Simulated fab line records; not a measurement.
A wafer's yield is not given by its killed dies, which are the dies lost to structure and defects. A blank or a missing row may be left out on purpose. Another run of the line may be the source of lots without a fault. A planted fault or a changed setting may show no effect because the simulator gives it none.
One fault seen from 2 desks ; flow gf180mcu ; each desk holds nothing but its own numbers, with what lay behind them at the end

== METROLOGY DESK ==
What the gauges read, lot by lot, whatever tool the lot ran on: means of the sampled wafers that have a number. If a lot's mean is further than 4 standard deviations from the usual mean, the lot is out of limits and carries the mark OUT (the distance appears in the brackets).
Columns: A = CONTACT_W_RS at GF_CONTACT_RS_MEAS_25, usual 0.381 ohm/sq; B = M1_ALCU_THK at GF_M1_THK_MEAS_06, usual 447 nm; C = V1_CVD_00_THK at GF_V1_THK_MEAS_01, usual 599 nm
lot;first seen here;A;B;C
L748;day 16 04:49;0.383;450;605
L751;day 17 05:43;0.381;451;597
L752;day 17 17:35;0.379;451;599
L753;day 18 03:43;0.377;455;599
L754;day 18 09:22;0.385;440;603
L765;day 22 12:26;0.379;447;600
L766;day 23 02:36;0.379;451;599
L767;day 23 06:41;0.380;457;601
L768;day 23 13:08;0.379;438;601
L769;day 23 18:52;0.380;447;603
L770;day 24 04:22;0.383;450;597
L771;day 24 15:07;0.379;446;605
This desk's verdict: no lot among the 12 shows anything out of limits.

== AT THE TOOL OWNER'S DESK: cmp-02 ==
The tool's own readings at GF_V1_CMP_04 (polishes SiO2): means of the sampled wafers that have a number, for each lot that ran on this tool. If a lot's mean is further than 4 standard deviations from the usual mean, the lot is out of limits and carries the mark OUT (the distance appears in the brackets).
Columns: A = edge-zone-pressure-frac at GF_V1_CMP_04, usual 1.000; B = head-pressure-psi at GF_V1_CMP_04, usual 4.000 psi; C = motor-current-A at GF_V1_CMP_04, usual 12.2 A; D = platen-rpm at GF_V1_CMP_04, usual 59.99 rpm; E = time-to-endpoint-s at GF_V1_CMP_04, usual 80 s
lot;first seen here;A;B;C;D;E
L748;day 17 05:13;0.998;4.000;11.8;60.02;76
L752;day 18 18:56;0.990;3.997;11.9;60.00;72
L754;day 19 11:44;1.002;4.001;12.9;59.98;77
L770;day 25 04:13;1.003;4.000;11.8;60.01;82
This desk's verdict: no lot among the 4 shows anything out of limits.

== TAKEN TOGETHER ==
Metrology desk: nothing out of limits seen.
The tool owner's desk saw nothing out of limits.

== WHAT HAD BEEN PUT IN BY THE SIMULATOR ==
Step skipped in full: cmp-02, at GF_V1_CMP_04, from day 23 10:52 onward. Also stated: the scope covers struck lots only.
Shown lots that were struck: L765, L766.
